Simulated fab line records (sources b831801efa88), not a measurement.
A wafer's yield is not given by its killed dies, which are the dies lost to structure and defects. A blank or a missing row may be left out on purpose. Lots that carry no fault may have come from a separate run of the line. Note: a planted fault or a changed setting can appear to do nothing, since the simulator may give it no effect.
The tool behind it: which one? -- flow sky130 -- 14 lots, 42 wafers sampled, at 2 steps of a route of 708

## WHAT THE GAUGES READ, wafer by wafer
SKY_CAP2M_THK_MEAS_01.
lot,measured,on,CAP2M_CVD_00_THK (nm)
L230,day 39 23:08,film-metro-03,15.17 15.07 15.69
L231,day 40 13:31,film-metro-02,15.79 15.82 15.97
L233,day 40 16:41,film-metro-01,15.38 15.15 15.62
L234,day 41 00:19,film-metro-01,15.54 15.66 15.67
L235,day 41 04:24,film-metro-01,15.66 15.87 15.44
L236,day 41 19:55,film-metro-03,15.21 15.16 15.33
L241,day 43 06:17,film-metro-02,15.10 15.70 15.48
L242,day 43 09:53,film-metro-02,15.18 15.52 15.42
L243,day 43 13:35,film-metro-01,15.39 15.56 15.47
L244,day 43 18:41,film-metro-02,9.24 9.42 9.31
L245,day 44 00:19,film-metro-03,15.03 15.69 15.63
L246,day 44 11:43,film-metro-03,15.35 15.43 15.55
L248,day 45 01:55,film-metro-03,9.36 9.29 9.35
L252,day 46 00:31,film-metro-03,15.56 15.85 15.03

## TOOL THAT RAN EACH LOT (tool first, then ch and the chambers of the sampled wafers, then the start)
lot,SKY_CAP2M_CVD_00
L230,"pecvd-04 ch 0,1,2, day 39 23:07"
L231,"pecvd-02 ch 1,2, day 40 13:29"
L233,"pecvd-02 ch 0,1,2, day 40 16:39"
L234,"pecvd-01 ch 0,1,2, day 41 00:17"
L235,"pecvd-02 ch 0,1,2, day 41 04:22"
L236,"pecvd-01 ch 0,1,2, day 41 19:54"
L241,"pecvd-01 ch 1,2, day 43 06:15"
L242,"pecvd-02 ch 0,2, day 43 09:52"
L243,"pecvd-01 ch 0,2, day 43 13:33"
L244,"pecvd-01 ch 0,1, day 43 18:40"
L245,"pecvd-02 ch 0,1,2, day 44 00:16"
L246,"pecvd-04 ch 0,1,2, day 44 11:41"
L248,"pecvd-01 ch 0,1, day 45 01:53"
L252,"pecvd-02 ch 0,1,2, day 46 00:29"
- SKY_CAP2M_CVD_00: deposits SiO2, target thk 15.5 nm.

## AS READ BY THE TOOLS THEMSELVES (means over the sampled wafers that have a number; for cases with no such wafer, the mark the record gives instead)
SKY_CAP2M_CVD_00.
lot,tool,heater-power-w (W)
L230,pecvd-04,726
L231,pecvd-02,752
L233,pecvd-02,725
L234,pecvd-01,688
L235,pecvd-02,788
L236,pecvd-01,665
L241,pecvd-01,683
L242,pecvd-02,848
L243,pecvd-01,614
L244,pecvd-01,587
L245,pecvd-02,766
L246,pecvd-04,779
L248,pecvd-01,663
L252,pecvd-02,825

## THE ANSWER, worked out from the rows above alone
Rule: usual is defined by the lots themselves. The widest of any qualifying gaps counts: lots, ordered by their means at a reading, are off when they make up no more than a third of the lots, leave a main group of 4 or more, and stand apart from it by 3 or more times the standard deviation of that group's means. A main group whose means are all the same, to the digits that the tables above print for the reading, isn't used. Also off: a lot with no number at a reading for which 4 or more lots have one. The other lots that the step has rows for count as sound. After the gauges, taken in route order, come the tools' own readings; for these a lot's mean is taken, as printed above. The first step at which some lot is off is used, and at that step the reading that is off furthest; a lot without a number counts as furthest.
Off: at SKY_CAP2M_THK_MEAS_01 (CAP2M_CVD_00_THK), L244, L248. The main group: mean 15.48 nm, standard deviation 0.16.
A tool fits if, at a process step before that reading, it ran every lot that is off, and no sound lot after the first of them. Those tools and the gauges at SKY_CAP2M_THK_MEAS_01 are tried in the same way. One fits: pecvd-01 at SKY_CAP2M_CVD_00. A fault onset in the window from L243 (day 43 13:33, its last sound lot) to L244 (day 43 18:40, its first lot off) fits.

## WHAT THE SIMULATOR HAD INSERTED
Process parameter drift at SKY_CAP2M_CVD_00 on pecvd-01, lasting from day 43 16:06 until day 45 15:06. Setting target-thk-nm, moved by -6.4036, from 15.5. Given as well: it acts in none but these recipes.
Shown lots that were struck: L244, L248. This agrees with what the rule above found.
